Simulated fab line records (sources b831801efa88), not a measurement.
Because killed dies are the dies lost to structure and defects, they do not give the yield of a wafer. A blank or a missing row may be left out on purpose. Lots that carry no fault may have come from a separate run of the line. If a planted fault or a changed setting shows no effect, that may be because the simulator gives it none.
Which tool did it? ; flow gf180mcu ; Sampling: 12 lots, 35 wafers, 5 of 602 route steps

## WHAT THE GAUGES READ, wafer by wafer
GF_V2_RS_MEAS_24: the measuring method here is four-point-probe. Usual: V2_W_RS gives 0.327 ohm/sq (standard deviation 0.0038).
lot;measured;on;V2_W_RS (ohm/sq);flag
L829;day 20 07:41;film-metro-01;0.324 0.329 0.321;
L831;day 21 05:40;film-metro-01;0.325 0.326 0.325;
L833;day 22 01:59;film-metro-04;0.326 0.321 0.324;
L834;day 22 07:14;film-metro-02;0.327 0.327 0.326;
L837;day 23 07:42;film-metro-02;0.333 0.330 0.330;
L838;day 23 17:09;film-metro-02;0.326 0.326 0.331;
L839;day 24 04:50;film-metro-01;0.320 0.323 0.325;
L840;day 24 10:04;film-metro-01;0.317 0.319 0.320;
L842;day 25 05:37;film-metro-01;0.324 0.320 0.323;
L843;day 25 07:31;film-metro-02;0.330 0.328;
L851;day 27 14:20;film-metro-02;0.331 0.329 0.327;
L852;day 28 07:30;film-metro-02;0.325 0.323 0.328;

GF_V3_THK_MEAS_03. Usual: V3_CVD_02_THK gives 852 nm (standard deviation 11).
lot;measured;on;V3_CVD_02_THK (nm);flag
L829;day 21 09:39;film-metro-04;851 852 847;
L831;day 22 06:54;film-metro-02;852 852 858;
L833;day 23 02:23;film-metro-04;856 859 871;
L834;day 23 08:17;film-metro-02;828 838 849;
L837;day 24 07:11;film-metro-02;850 851 870;
L838;day 24 17:11;film-metro-04;853 857 867;
L839;day 25 04:16;film-metro-03;841 859 832;
L840;day 25 09:16;film-metro-03;839 852 856;
L842;day 26 04:06;film-metro-04;906 863 895;OFF
L843;day 26 07:10;film-metro-03;860 919;OFF
L851;day 28 12:43;film-metro-04;847 861 842;
L852;day 29 05:25;film-metro-04;831 846 857;

## TOOL THAT RAN EACH LOT (tool first, then ch and the chambers of the sampled wafers, then the start)
lot;GF_V2_CVD_23;GF_M3_SPUTTER_04;GF_V3_CVD_02
L829;cvd-w-01 ch 0,1, day 20 07:35;pvd-sputter-02, day 20 08:21;pecvd-01 ch 0,1,2, day 21 09:35
L831;cvd-w-02 ch 0, day 21 05:27;pvd-sputter-01, day 21 06:18;pecvd-01 ch 0,1,2, day 22 06:49
L833;cvd-w-01 ch 0,1, day 22 01:53;pvd-sputter-02, day 22 02:39;pecvd-03 ch 1,2, day 23 02:19
L834;cvd-w-01 ch 0,1, day 22 07:07;pvd-sputter-02, day 22 08:19;pecvd-02 ch 0,1,2, day 23 08:13
L837;cvd-w-02 ch 0,1, day 23 07:34;pvd-sputter-02, day 23 08:20;pecvd-01 ch 1,2, day 24 07:07
L838;cvd-w-02 ch 0, day 23 17:01;pvd-sputter-02, day 23 17:47;pecvd-02 ch 0,1,2, day 24 17:07
L839;cvd-w-01 ch 0,1, day 24 04:43;pvd-sputter-01, day 24 05:29;pecvd-03 ch 0,1,2, day 25 04:12
L840;cvd-w-01 ch 0,1, day 24 09:57;pvd-sputter-02, day 24 10:44;pecvd-03 ch 0,1, day 25 09:12
L842;cvd-w-01 ch 0,1, day 25 05:31;pvd-sputter-02, day 25 06:14;pecvd-03 ch 1,2, day 26 04:01
L843;cvd-w-02 ch 0,1, day 25 07:23;pvd-sputter-02, day 25 08:08;pecvd-03 ch 1,2, day 26 07:05
L851;cvd-w-02 ch 0,1, day 27 14:14;pvd-sputter-04, day 27 15:23;pecvd-02 ch 0,1,2, day 28 12:38
L852;cvd-w-02 ch 0,1, day 28 07:22;pvd-sputter-02, day 28 08:08;pecvd-03 ch 1,2, day 29 05:18
- GF_V2_CVD_23: deposits W, target thk 350 nm, time 104.94 s.
- GF_M3_SPUTTER_04: material TiN, target thk 50 nm, time 41.7 s.
- GF_V3_CVD_02: deposits SiO2 from TEOS, target thk 850 nm, time 94.851 s.

## AS READ BY THE TOOLS THEMSELVES (means over the sampled wafers that have a number; for cases with no such wafer, the mark the record gives instead)
GF_V2_CVD_23. Usual: heater-power-w at 861 W, with a standard deviation of 95.
lot;tool;heater-power-w (W);flag
L829;cvd-w-01;843;
L831;cvd-w-02;802;
L833;cvd-w-01;836;
L834;cvd-w-01;928;
L837;cvd-w-02;822;
L838;cvd-w-02;810;
L839;cvd-w-01;845;
L840;cvd-w-01;929;
L842;cvd-w-01;927;
L843;cvd-w-02;850;
L851;cvd-w-02;825;
L852;cvd-w-02;863;

GF_M3_SPUTTER_04. Usual: throttle-valve-pct at 29.7 %, with a standard deviation of 0.66.
lot;tool;throttle-valve-pct (%);flag
L829;pvd-sputter-02;28.8;
L831;pvd-sputter-01;30.0;
L833;pvd-sputter-02;29.7;
L834;pvd-sputter-02;29.1;
L837;pvd-sputter-02;29.6;
L838;pvd-sputter-02;29.3;
L839;pvd-sputter-01;30.2;
L840;pvd-sputter-02;29.3;
L842;pvd-sputter-02;29.7;
L843;pvd-sputter-02;29.2;
L851;pvd-sputter-04;29.9;
L852;pvd-sputter-02;29.5;

GF_V3_CVD_02. Usual: heater-power-w at 657 W, with a standard deviation of 120.
lot;tool;heater-power-w (W);flag
L829;pecvd-01;746;
L831;pecvd-01;738;
L833;pecvd-03;579;
L834;pecvd-02;692;
L837;pecvd-01;761;
L838;pecvd-02;663;
L839;pecvd-03;575;
L840;pecvd-03;537;
L842;pecvd-03;606;
L843;pecvd-03;640;
L851;pecvd-02;678;
L852;pecvd-03;590;

## THE ANSWER, worked out from the rows above alone
Rule: lot off if the mean of its wafers having a number is beyond 3 standard deviations from the usual mean. A lot without any number at a reading at which 4 lots or more have one is off too. All remaining lots with rows at the step are treated as sound. Order of review: gauges by route order, followed by the tools' own readings, for which a lot's mean as printed above is used. At the first step where some lot is off, the reading lying furthest off is the one used; lots without a number count as furthest.
Off: at GF_V3_THK_MEAS_03 (V3_CVD_02_THK), L842, L843.
A tool fits if, at a process step before that reading, it ran every lot that is off, and no sound lot after the first of them. Those tools and the gauges at GF_V3_THK_MEAS_03 are tried in the same way. No candidate that was tried fits.

## WHAT THE SIMULATOR HAD PUT IN
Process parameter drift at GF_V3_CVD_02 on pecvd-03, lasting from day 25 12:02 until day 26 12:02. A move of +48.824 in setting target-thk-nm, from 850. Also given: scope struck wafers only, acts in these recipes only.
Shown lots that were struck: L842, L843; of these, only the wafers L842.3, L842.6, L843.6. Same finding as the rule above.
